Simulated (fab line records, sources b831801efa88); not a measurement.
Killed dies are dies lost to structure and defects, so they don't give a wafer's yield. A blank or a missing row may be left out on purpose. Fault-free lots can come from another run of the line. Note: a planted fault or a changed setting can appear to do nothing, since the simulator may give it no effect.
Which of the tools did it? | flow sky130 | 13 lots with 39 wafers sampled at 5 steps, on a route of 708 steps

WHAT THE GAUGES READ, wafer by wafer
SKY_POLY_GATE_THK_MEAS_04. Usual: POLY_GATE_CVD_03_THK typically reads 74.7 nm, with standard deviation 0.67.
lot  | measured     | on            | POLY_GATE_CVD_03_THK (nm) | flag
L275 | day 15 08:52 | film_metro-01 | 74.5 74.4 74.6            |
L277 | day 16 04:12 | film_metro-01 | 74.6 74.7 74.7            |
L281 | day 18 03:04 | film_metro-03 | 73.9 73.3 73.2            |
L283 | day 18 14:01 | film_metro-02 | 73.6 73.8 74.1            |
L286 | day 19 09:52 | film_metro-01 | 74.7 74.6 75.1            |
L289 | day 21 05:14 | film_metro-03 | 74.6 74.3 74.6            |
L290 | day 21 11:16 | film_metro-01 | 73.8 73.9 73.9            |
L291 | day 21 12:36 | film_metro-03 | 74.8 74.3 74.4            |
L292 | day 21 20:33 | film_metro-03 | 75.1 75.9 76.2            |
L293 | day 21 21:55 | film_metro-02 | 75.4 75.4 75.2            |
L295 | day 22 15:56 | film_metro-01 | 76.2 75.5 75.1            |
L296 | day 23 13:27 | film_metro-03 | 75.9 75.3 75.0            |
L297 | day 23 13:31 | film_metro-03 | 74.6 75.2 75.4            |

SKY_LDD_HVP_OVL_MEAS_07. Usual: LDD_HVP_OVL typically reads 0.4 nm, with standard deviation 1.1.
lot  | measured     | on         | LDD_HVP_OVL (nm) | flag
L275 | day 21 15:13 | overlay-02 | -0.3 0.5 1.5     |
L277 | day 22 12:43 | overlay-01 | 1.4 1.0 1.1      |
L281 | day 24 18:10 | overlay-01 | 1.2 0.6 0.3      |
L283 | day 25 02:13 | overlay-02 | 0.4 0.6 0.0      |
L286 | day 25 21:04 | overlay-01 | 0.2 0.5 -1.7     |
L289 | day 27 13:07 | overlay-02 | -0.5 2.1 0.8     |
L290 | day 27 18:35 | overlay-02 | 2.9 1.5 1.1      |
L291 | day 27 19:46 | overlay-01 | 2.1 2.8 2.8      |
L292 | day 28 03:22 | overlay-01 | -0.7 0.4 1.1     |
L293 | day 28 04:55 | overlay-02 | -1.3 -0.9 -0.7   |
L295 | day 28 22:10 | overlay-02 | -0.1 0.3 0.1     |
L296 | day 29 18:19 | overlay-01 | 0.7 1.3 1.6      |
L297 | day 29 18:49 | overlay-01 | -0.2 -1.0 -1.0   |

SKY_LDD_HVP_TW_MEAS_10. Usual: LDD_HVP_TW typically reads 453, with standard deviation 5.8.
lot  | measured     | on            | LDD_HVP_TW  | flag
L275 | day 21 15:31 | film_metro-01 | 459 459 458 |
L277 | day 22 13:00 | film_metro-04 | 460 460 458 |
L281 | day 24 18:28 | film_metro-01 | 408 406 406 | OFF
L283 | day 25 02:30 | film_metro-01 | 407 408 411 | OFF
L286 | day 25 21:22 | film_metro-04 | 462 462 462 |
L289 | day 27 13:24 | film_metro-01 | 454 455 456 |
L290 | day 27 18:52 | film_metro-03 | 441 446 445 |
L291 | day 27 20:03 | film_metro-03 | 444 444 444 |
L292 | day 28 03:40 | film_metro-03 | 448 447 448 |
L293 | day 28 05:13 | film_metro-01 | 457 456 457 |
L295 | day 28 22:28 | film_metro-04 | 462 466 463 |
L296 | day 29 18:36 | film_metro-03 | 450 452 450 |
L297 | day 29 19:06 | film_metro-01 | 454 455 454 |

SKY_SD_P_CD_MEAS_07 targets a cd of 380 nm. Usual: 379.9 nm for cd_nm, sd 2.3.
lot  | measured     | on        | cd_nm (nm)        | flag
L275 | day 25 11:45 | cd_sem-01 | 382.3 380.2 380.9 |
L277 | day 26 08:47 | cd_sem-01 | 376.2 377.3 377.6 |
L281 | day 28 09:32 | cd_sem-02 | 382.1 383.3 380.4 |
L283 | day 28 20:35 | cd_sem-02 | 381.6 383.5 384.7 |
L286 | day 29 13:26 | cd_sem-02 | 376.8 378.9 378.7 |
L289 | day 31 03:22 | cd_sem-01 | 380.7 378.4 377.6 |
L290 | day 31 09:21 | cd_sem-02 | 375.6 376.1 378.2 |
L291 | day 31 09:37 | cd_sem-01 | 379.1 378.5 378.9 |
L292 | day 31 17:02 | cd_sem-02 | 379.1 379.2 378.1 |
L293 | day 31 19:20 | cd_sem-02 | 376.1 377.8 377.5 |
L295 | day 32 12:38 | cd_sem-01 | 375.5 379.3 379.3 |
L296 | day 33 05:46 | cd_sem-01 | 376.7 378.2 379.0 |
L297 | day 33 07:34 | cd_sem-02 | 380.1 382.3 381.1 |

WHAT TOOL EACH LOT RAN ON (gives the tool, then ch and the chambers of the sampled wafers, and finally the start)
lot  | SKY_LDD_HVP_IMPLANT_08
L275 | implanter-01 ch 0, day 21 15:17
L277 | implanter-01 ch 0, day 22 12:46
L281 | implanter-03 ch 0, day 24 18:16
L283 | implanter-03 ch 0, day 25 02:16
L286 | implanter-04 ch 0, day 25 21:07
L289 | implanter-04 ch 0, day 27 13:09
L290 | implanter-01 ch 0, day 27 18:39
L291 | implanter-04 ch 0, day 27 19:48
L292 | implanter-03 ch 0, day 28 03:26
L293 | implanter-04 ch 0, day 28 04:58
L295 | implanter-04 ch 0, day 28 22:13
L296 | implanter-03 ch 0, day 29 18:21
L297 | implanter-01 ch 0, day 29 18:51
- SKY_LDD_HVP_IMPLANT_08

WHAT THE TOOLS THEMSELVES READ (means of the sampled wafers that have a number; where no wafer has one, the mark that the record gives instead)
SKY_LDD_HVP_IMPLANT_08. Usual: beam_on_s 9.99 s, standard deviation 0.21; tilt_deg 17.897 degrees, standard deviation 0.021.
lot  | tool         | beam_on_s (s) | tilt_deg (degrees) | flag
L275 | implanter-01 | 10.00         | 17.914             |
L277 | implanter-01 | 10.00         | 17.895             |
L281 | implanter-03 | 9.88          | 0.008              | OFF
L283 | implanter-03 | 10.12         | 0.020              | OFF
L286 | implanter-04 | 9.97          | 17.901             |
L289 | implanter-04 | 9.89          | 17.876             |
L290 | implanter-01 | 9.93          | 17.899             |
L291 | implanter-04 | 9.87          | 17.907             |
L292 | implanter-03 | 10.03         | 17.914             |
L293 | implanter-04 | 10.08         | 17.873             |
L295 | implanter-04 | 10.06         | 17.874             |
L296 | implanter-03 | 10.06         | 17.853             |
L297 | implanter-01 | 10.02         | 17.912             |

THE ANSWER, worked out from the rows above alone
Rule: lot off if the mean of its wafers having a number is beyond 3 standard deviations from the usual mean. A lot without any number at a reading at which 4 lots or more have one is off too. All remaining lots with rows at the step are treated as sound. The gauges are gone through in route order, then the tools' own readings, and for those a lot's mean is taken as printed above. At the first step where some lot is off, the reading lying furthest off is the one used; lots without a number count as furthest.
Off: L281, L283, at SKY_LDD_HVP_TW_MEAS_10 (LDD_HVP_TW).
A tool fits if, at a process step before that reading, it ran every lot that is off, and no sound lot after the first of them. The gauges at SKY_LDD_HVP_TW_MEAS_10 aren't tried: what is off there is off at SKY_LDD_HVP_IMPLANT_08 too, on other tools, and a gauge's error can't cause that. Not one of the candidates tried fits.

WHAT THE SIMULATOR HAD PUT IN
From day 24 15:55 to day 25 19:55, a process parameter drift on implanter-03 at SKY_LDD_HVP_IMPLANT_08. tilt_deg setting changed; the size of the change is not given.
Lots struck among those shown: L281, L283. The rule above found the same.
